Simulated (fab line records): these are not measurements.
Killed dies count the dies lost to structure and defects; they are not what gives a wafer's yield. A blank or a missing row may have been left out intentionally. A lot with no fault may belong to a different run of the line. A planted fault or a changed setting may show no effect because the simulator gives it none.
A struck lot beside a sound one / flow sky130 / 43 steps out of a route of 708
Sound: these wafers, L669.1, L669.4, L669.6. The struck wafers were L659.1, L659.4, L659.6. At the end, the cause is stated.
Each step with rows lists, per side, the tool, then ch with its chambers, then its first start. Under that, the readings that differ: sound wafers / struck wafers / difference of the means / sigmas: that difference in standard deviations of wafers without a fault.
alike: words and numbers the same on both sides, and readings whose means are apart by under 2 such deviations; not compared: readings that were withheld, readings missing a value for some wafer, numbers with overlapping values and no deviation given by the record, and bounds like >300 which may hide the same value.
A row with sigmas, a row that says differs or no value, or rows on one side alone: a step with any of these is where the two part. Numbers that don't overlap but have no deviation are shown without sigmas and don't part them. Lack of a reading on every wafer of one side parts them only where that side has two or more wafers.

first, 6 steps without rows for these wafers: SKY_LDD_N_IMPLANT_10; SKY_LDD_N_IMPLANT_11; SKY_LDD_N_IMPLANT_12; SKY_LDD_N_IMPLANT_13; SKY_LDD_N_IMPLANT_14; SKY_LDD_N_IMPLANT_15.
SKY_LDD_N_STRIP_16: strips in O2/N2.
  sound on plasma asher-04 ch 0,1, day 22 17:49; struck on plasma asher-01 ch 0, day 18 19:46
  alike: drypump motor current A, oes product au, strip time to endpoint s
  not compared: rf hours counter h
SKY_LDD_N_TW_MEAS_17:
  sound on film metro-02 at day 22 17:55; struck on film metro-01 at day 18 19:52
  alike: LDD_N_TW
then, 4 steps without rows for these wafers: SKY_LDD_P_DEHYDRATE_00 (time 60 s); SKY_LDD_P_HMDS_01 (prime time 60 s); SKY_LDD_P_COAT_02 (resist thk 1140 nm); SKY_LDD_P_SOFTBAKE_03 (time 60 s).
SKY_LDD_P_EXPOSE_04: exposes mask PSDM, target cd 380 nm.
  sound on iline stepper-01 ch 0, day 23 10:10; struck on iline stepper-02 ch 0, day 19 11:41
reading=mask; sound=PSDM#0 PSDM#0 PSDM#0; struck=HVPTM#0 HVPTM#0 HVPTM#0; difference=differs; sigmas=
  alike: exposure dose mJ cm2
then, 2 steps without rows for these wafers: SKY_LDD_P_PEB_05; SKY_LDD_P_DEVELOP_06 (develop time 60 s).
SKY_LDD_P_CD_MEAS_07: the cd target is 380 nm.
  sound on cd sem-02 at day 23 23:59; struck on cd sem-02 at day 20 02:02
reading=cd nm (nm); sound=374.4 374.4 376.5; struck=- - -; difference=no value on the struck wafers; sigmas=
SKY_LDD_P_OVL_MEAS_08:
  sound on overlay-01 at day 24 00:06; struck on overlay-01 at day 20 02:09
reading=LDD_P_OVL (nm); sound=-1.1 -0.6 -1.3; struck=- - -; difference=no value on the struck wafers; sigmas=
then, 1 step without rows for these wafers: SKY_LDD_P_IMPLANT_09.
SKY_LDD_P_STRIP_10: strips in O2/N2.
  sound on plasma asher-02 ch 0,1, day 24 00:17; struck on plasma asher-02 ch 1, day 20 02:20
  alike: drypump motor current A, oes product au, strip time to endpoint s
  not compared: rf hours counter h
SKY_LDD_P_TW_MEAS_11:
  sound on film metro-03 at day 24 00:28; struck on film metro-03 at day 20 02:26
reading=LDD_P_TW; sound=641.8 639.5 638.8; struck=29.9 30.3 30.0; difference=-610.0; sigmas=-99 or more
then, 7 steps without rows for these wafers: SKY_LDD_HVN_DEHYDRATE_00 (time 60 s); SKY_LDD_HVN_HMDS_01 (prime time 60 s); SKY_LDD_HVN_COAT_02 (resist thk 300 nm); SKY_LDD_HVN_SOFTBAKE_03 (time 60 s); SKY_LDD_HVN_EXPOSE_04 (exposes mask HVNTM, target cd 700 nm); SKY_LDD_HVN_PEB_05; SKY_LDD_HVN_DEVELOP_06 (develop time 60 s).
SKY_LDD_HVN_OVL_MEAS_07:
  sound on overlay-01 at day 25 06:07; struck on overlay-01 at day 21 07:59
  alike: LDD_HVN_OVL
then, 1 step without rows for these wafers: SKY_LDD_HVN_IMPLANT_08.
SKY_LDD_HVN_STRIP_09: strips in O2/N2.
  sound on plasma asher-01 ch 0,1, day 25 06:18; struck on plasma asher-02 ch 0, day 21 08:10
  alike: drypump motor current A, oes product au, strip time to endpoint s
  not compared: rf hours counter h
SKY_LDD_HVN_TW_MEAS_10:
  sound on film metro-03 at day 25 06:24; struck on film metro-02 at day 21 08:16
  alike: LDD_HVN_TW
then, 7 steps without rows for these wafers: SKY_LDD_HVP_DEHYDRATE_00 (time 60 s); SKY_LDD_HVP_HMDS_01 (prime time 60 s); SKY_LDD_HVP_COAT_02 (resist thk 300 nm); SKY_LDD_HVP_SOFTBAKE_03 (time 60 s); SKY_LDD_HVP_EXPOSE_04 (exposes mask HVPTM, target cd 700 nm); SKY_LDD_HVP_PEB_05; SKY_LDD_HVP_DEVELOP_06 (develop time 60 s).
SKY_LDD_HVP_OVL_MEAS_07:
  sound on overlay-01 at day 26 11:59; struck on overlay-01 at day 22 15:22
  alike: LDD_HVP_OVL
then, 1 step without rows for these wafers: SKY_LDD_HVP_IMPLANT_08.
SKY_LDD_HVP_STRIP_09: strips in O2/N2.
  sound on plasma asher-02 ch 0,1, day 26 12:10; struck on plasma asher-02 ch 0, day 22 15:33
  alike: drypump motor current A, oes product au, strip time to endpoint s
  not compared: rf hours counter h
SKY_LDD_HVP_TW_MEAS_10:
  sound on film metro-02 at day 26 12:16; struck on film metro-03 at day 22 15:39
reading=LDD_HVP_TW; sound=456.1 457.1 456.5; struck=699.3 699.1 699.7; difference=+242.8; sigmas=+99 or more
-- the record jumps here: 24 days lie between the struck wafers' starts before and after (it left off in module LDD_HVP and takes up again in module PAD_OPEN, whose first step shown is number 708 of the route) --
SKY_PAD_OPEN_PROBE_99:
  sound on prober-01 at day 49 05:08; struck on prober-01 at day 46 16:24
reading=killed at front end; sound=11 16 11; struck=434 411 435; difference=+414; sigmas=+96
reading=killed dies; sound=85 84 74; struck=492 492 492; difference=+411; sigmas=+43
reading=killed on rim; sound=14 9 15; struck=96 96 96; difference=+83; sigmas=+20
  alike: killed_at_M0_to_M3, killed_at_M4_up, killed at contacts, killed at other, killed open, killed short

WHERE THEY PART
At SKY_LDD_P_EXPOSE_04 first; at SKY_PAD_OPEN_PROBE_99 last (within this record only).

WHY: the cause the simulator had injected
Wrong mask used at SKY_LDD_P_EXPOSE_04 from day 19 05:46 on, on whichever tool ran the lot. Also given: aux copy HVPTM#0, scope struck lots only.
